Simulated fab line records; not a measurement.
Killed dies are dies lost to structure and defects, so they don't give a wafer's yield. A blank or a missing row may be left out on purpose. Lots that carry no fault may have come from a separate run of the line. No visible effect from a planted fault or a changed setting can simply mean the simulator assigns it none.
fab line records ; flow sky130
record: lots: 5; wafers: 15; last-day: 50
route steps=708 shown LDD_N@241 PAD_OPEN@708
lots untouched by any fault: they come from a run of this same line in which no faults occurred
start-h: hours from the record's opening day to when the first of the lot's shown wafers began ; wait-h: time in hours since the lot's previous step ; " repeats the value in the row above ; L1.1+2: a row that stands for several wafers ; - either no value or no given start ; * or withheld: withheld ; < > ~ a bound
route shown NAME@n: names a module that has steps shown in the file, with the first one's number in the route ; usual: average and standard deviation across the fault-free wafers ; same: alike in all rows ; chamber/n: place in a boat ; sites: the reading at each site ; _std_site: their standard deviation ; _edge_site: mean of outer sites minus mean of inner sites ; radius-mm: for every site, how far away it sits from the centre of the wafer ; mask NAME#n: copy n ; behind: tool/chamber where the wafer was last shaped ; hold: why the lot went on hold/how many hours it stayed there/how the hold came to an end ; device: whichever transistor did not switch (one of n, p or np) ; end of line: tests run on the same wafers once the route is complete ; a step without rows: its recipe alone ; killed: dies lost to structure and defects at the first sort, not the wafer's yield ; map: shows each die of a wafer: x if killed, . if not, _ if none is there
set.NAME: the setting that was run; set.NAME@STEP: the one run at that earlier step ; model.NAME: the simulator's own value behind a step, which no gauge read
certain route steps with their lots: each step a table, each wafer a row
services: a tool's chamber out of use, with start hour (start-h, from the record's first day; less than 0 if before it), hours out, and reason
== steps ==
step: SKY_LDD_N_EXPOSE_04
recipe: mask-id: NTM; target-cd-nm: 840; na: 0.6; source-shape: conventional; sigma-outer: 0.6; dose-mj: 110
step: SKY_LDD_N_PEB_05
recipe: temp-c: withheld; time-s: *; resist: NOVOLAK
step: SKY_LDD_N_DEVELOP_06
recipe: develop-time-s: 60; dev-temp-c: 23
step: SKY_LDD_N_OVL_MEAS_07
usual: LDD_N_OVL: 0.2/1.4
lot.wafer;tool;chamber;start-h;wait-h;LDD_N_OVL[nm]
L935.1;overlay-02;-;415.14;0.1;-0.1
L935.4;overlay-02;-;415.14;0.1;0.5
L935.6;overlay-02;-;415.14;0.1;-1.4
L943.1;overlay-01;-;493.14;0.1;1.5
L943.2;overlay-01;-;493.14;0.1;1.1
L943.6;overlay-01;-;493.14;0.1;2.5
L949.1;overlay-01;-;548.48;0.1;0.1
L949.5;overlay-01;-;548.48;0.1;-0.1
L949.6;overlay-01;-;548.48;0.1;-1.0
L950.3;overlay-02;-;552.30;0.1;-0.7
L950.4;overlay-02;-;552.30;0.1;-0.8
L950.5;overlay-02;-;552.30;0.1;-0.6
L954.1;overlay-02;-;589.49;0.1;0.0
L954.2;overlay-02;-;589.49;0.1;0.2
L954.6;overlay-02;-;589.49;0.1;-0.4
step: SKY_LDD_N_IMPLANT_08
recipe: species: As; energy-kev: 20; dose-cm2: 7.5e+13; tilt-deg: withheld; rotation-deg: 23
step: SKY_LDD_N_IMPLANT_09
recipe: species: As; energy-kev: 20; dose-cm2: 7.5e+13; tilt-deg: withheld; rotation-deg: 113
step: SKY_LDD_N_IMPLANT_10
recipe: species: As; energy-kev: 20; dose-cm2: 7.5e+13; tilt-deg: withheld; rotation-deg: 203
step: SKY_LDD_N_IMPLANT_11
recipe: species: As; energy-kev: 20; dose-cm2: 7.5e+13; tilt-deg: withheld; rotation-deg: 293
step: SKY_LDD_N_IMPLANT_12
recipe: species: BF2; energy-kev: 50; dose-cm2: 5e+12; tilt-deg: 30; rotation-deg: 0
step: SKY_LDD_N_IMPLANT_13
recipe: species: BF2; energy-kev: 50; dose-cm2: 5e+12; tilt-deg: 30; rotation-deg: 90
step: SKY_LDD_N_IMPLANT_14
recipe: species: BF2; energy-kev: 50; dose-cm2: 5e+12; tilt-deg: 30; rotation-deg: 180
step: SKY_LDD_N_IMPLANT_15
recipe: species: BF2; energy-kev: 50; dose-cm2: 5e+12; tilt-deg: 30; rotation-deg: 270
step: SKY_LDD_N_STRIP_16
recipe: chemistry: O2/N2; power-w: 1400; pressure-mtorr: 1500; platen-temp-c: withheld; o2-flow-sccm: 3000; n2-flow-sccm: 300; overash-fraction: 0.5
usual: drypump-motor-current-A: 5.88/0.25; oes-product-au: 0.406/0.0047; strip-time-to-endpoint-s: 4.316/0.016
lot.wafer;tool;chamber;start-h;wait-h;drypump-motor-current-A;oes-product-au;rf-hours-counter-h;strip-time-to-endpoint-s
L935.1;plasma-asher-02;1;416.37;0.1;5.69;0.399;75;4.328
L935.4;plasma-asher-02;0;416.37;0.1;6.05;0.404;-;4.301
L935.6;plasma-asher-02;0;416.37;0.1;6.07;0.410;-;4.316
L943.1;plasma-asher-03;0;494.38;0.1;5.55;0.411;39;4.304
L943.2;plasma-asher-03;1;494.38;0.1;5.61;0.400;39;4.300
L943.6;plasma-asher-03;0;494.38;0.1;5.54;0.413;-;4.303
L949.1;plasma-asher-04;1;549.71;0.1;6.08;0.404;71;4.312
L949.5;plasma-asher-04;1;549.71;0.1;6.09;0.408;-;4.331
L949.6;plasma-asher-04;0;549.71;0.1;6.19;0.406;-;4.303
L950.3;plasma-asher-02;1;553.56;0.1;5.70;0.640;-;-
L950.4;plasma-asher-02;0;553.56;0.1;6.07;0.653;-;-
L950.5;plasma-asher-02;1;553.56;0.1;5.69;0.655;-;-
L954.1;plasma-asher-03;1;590.72;0.1;5.61;0.408;49;4.321
L954.2;plasma-asher-03;0;590.72;0.1;5.51;0.414;49;4.325
L954.6;plasma-asher-03;0;590.72;0.1;5.52;0.412;-;4.318
step: SKY_LDD_N_TW_MEAS_17
usual: LDD_N_TW: 2592/30
lot.wafer;tool;chamber;start-h;wait-h;LDD_N_TW
L935.1;film-metro-01;-;416.47;0.1;2548
L935.4;film-metro-01;-;416.47;0.1;2547
L935.6;film-metro-01;-;416.47;0.1;2532
L943.1;film-metro-02;-;494.49;0.1;2630
L943.2;film-metro-02;-;494.49;0.1;2625
L943.6;film-metro-02;-;494.49;0.1;2629
L949.1;film-metro-02;-;549.81;0.1;2622
L949.5;film-metro-02;-;549.81;0.1;2622
L949.6;film-metro-02;-;549.81;0.1;2628
L950.3;film-metro-01;-;553.65;0.1;2545
L950.4;film-metro-01;-;553.65;0.1;2539
L950.5;film-metro-01;-;553.65;0.1;2550
L954.1;film-metro-01;-;590.82;0.1;2567
L954.2;film-metro-01;-;590.82;0.1;2558
L954.6;film-metro-01;-;590.82;0.1;2553
step: SKY_PAD_OPEN_PROBE_99
usual: killed_at_M0_to_M3: 44/7.2; killed_at_M4_up: 3.5/1.8; killed-at-contacts: 25/5.1; killed-at-front-end: 14/4.4; killed-at-other: 0.4/0.58; killed-dies: 87/9.1; killed-open: 48/6.9; killed-short: 38/6.3
same: gross-dies: 492; killed-at-back-side: 0
lot.wafer;tool;chamber;start-h;wait-h;killed_at_M0_to_M3;killed_at_M4_up;killed-at-contacts;killed-at-front-end;killed-at-other;killed-dies;killed-open;killed-short
L943.1;prober-02;-;1136.51;0.1;53;2;24;10;0;89;48;41
L943.2;prober-02;-;1136.56;0.1;44;4;20;14;1;83;42;41
L943.6;prober-02;-;1136.76;0.2;34;5;25;14;0;78;36;41
L949.1;prober-01;-;1169.45;0.1;57;2;21;20;0;100;52;48
L949.5;prober-01;-;1169.65;0.2;43;5;27;20;0;95;50;45
L949.6;prober-01;-;1169.70;0.2;45;5;19;19;0;88;38;50
L950.3;prober-02;-;1172.45;0.2;44;5;34;13;0;96;55;40
L950.4;prober-02;-;1172.50;0.2;34;10;30;20;0;94;50;44
L950.5;prober-02;-;1172.55;0.2;41;5;32;14;0;92;51;41
killed by level:class
L943.1 VIA1:geometric-particle:open=13 LI_CONTACT:geometric-particle:open=7 CONTACT:geometric-particle:open=7 VIA3:geometric-particle:open=6 VIA3:geometric-particle:short=6 LI_CONTACT:geometric-particle:short=5 VIA1:geometric-particle:short=5 METAL2:geometric-particle:short=5
L943.2 VIA1:geometric-particle:open=12 VIA1:geometric-particle:short=10 CONTACT:geometric-particle:open=8 VIA2:geometric-particle:open=6 LI_CONTACT:geometric-particle:open=5 VIA2:geometric-particle:short=5 FIELD_ISO:geometric-particle:open=4 POLY_GATE:geometric-particle:short=4
L943.6 LI_CONTACT:geometric-particle:open=8 VIA1:geometric-particle:open=8 CONTACT:geometric-particle:open=7 METAL3:geometric-particle:short=5 LI_CONTACT:geometric-particle:short=4 VIA2:geometric-particle:open=4 FIELD_ISO:geometric-particle:short=3 POLY_GATE:geometric-particle:open=3
L949.1 VIA1:geometric-particle:open=14 CONTACT:geometric-particle:open=9 METAL2:geometric-particle:short=7 VIA2:geometric-particle:open=7 FIELD_ISO:geometric-particle:short=5 METAL3:geometric-particle:short=5 POLY_GATE:geometric-particle:short=5 LI_CONTACT:geometric-particle:open=5
L949.5 CONTACT:geometric-particle:open=12 VIA1:geometric-particle:open=12 METAL2:geometric-particle:short=8 FIELD_ISO:geometric-particle:short=6 LI_CONTACT:geometric-particle:open=6 VIA1:geometric-particle:short=6 VIA2:geometric-particle:open=6 POLY_GATE:geometric-particle:open=5
L949.6 POLY_GATE:geometric-particle:short=7 VIA3:geometric-particle:open=7 VIA1:geometric-particle:open=7 CONTACT:geometric-particle:open=6 FIELD_ISO:geometric-particle:short=5 METAL1:geometric-particle:short=5 VIA2:geometric-particle:open=5 METAL3:geometric-particle:short=5
L950.3 CONTACT:geometric-particle:open=16 METAL1:geometric-particle:short=9 LI_CONTACT:geometric-particle:open=8 VIA1:geometric-particle:open=7 VIA2:geometric-particle:open=7 POLY_GATE:geometric-particle:open=6 METAL2:geometric-particle:short=6 VIA3:geometric-particle:open=5
L950.4 CONTACT:geometric-particle:open=13 LI_CONTACT:geometric-particle:open=7 METAL2:geometric-particle:short=7 FIELD_ISO:geometric-particle:open=6 METAL4:geometric-particle:short=6 POLY_GATE:geometric-particle:open=5 VIA1:geometric-particle:open=5 VIA1:geometric-particle:short=5
L950.5 CONTACT:geometric-particle:open=10 VIA3:geometric-particle:open=8 LI_CONTACT:geometric-particle:open=6 CONTACT:geometric-particle:short=6 VIA1:geometric-particle:open=6 VIA2:geometric-particle:open=6 METAL1:geometric-particle:short=5 LI_CONTACT:geometric-particle:short=5
== services ==
tool;chamber;start-h;hours;kind
plasma-asher-04;-;407.02;2.8;pm
plasma-asher-02;-;415.73;0.4;repair
plasma-asher-04;-;446.33;1.2;repair
plasma-asher-04;-;491.16;0.8;repair
plasma-asher-04;-;524.79;1.2;repair
plasma-asher-04;-;568.65;16.2;repair
plasma-asher-03;-;582.19;0.8;repair
== key ==
first-sign: step: SKY_LDD_N_STRIP_16; reading: oes-product-au; direction: up; sigmas: 52; usual: 0.406; struck: 0.649
effect none on later readings
met-at SKY_LDD_N_STRIP_16
struck-wafers L950.3,L950.4,L950.5
tester-left-out L950
onset-between 416.37 553.56
fault: kind: strip-aborted; tool: plasma-asher-02; chamber: -; onset-h: 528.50; steps: SKY_LDD_N_STRIP_16; offset: 0.58525; end-h: 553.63
tester-left-out: of these lots the tester's yield and bins aren't shown, on N5 and GAA mostly nor the transistor test; their killed dies are dies lost to structure and defects alone, not to doping, threshold or leakage, so they don't give the yield
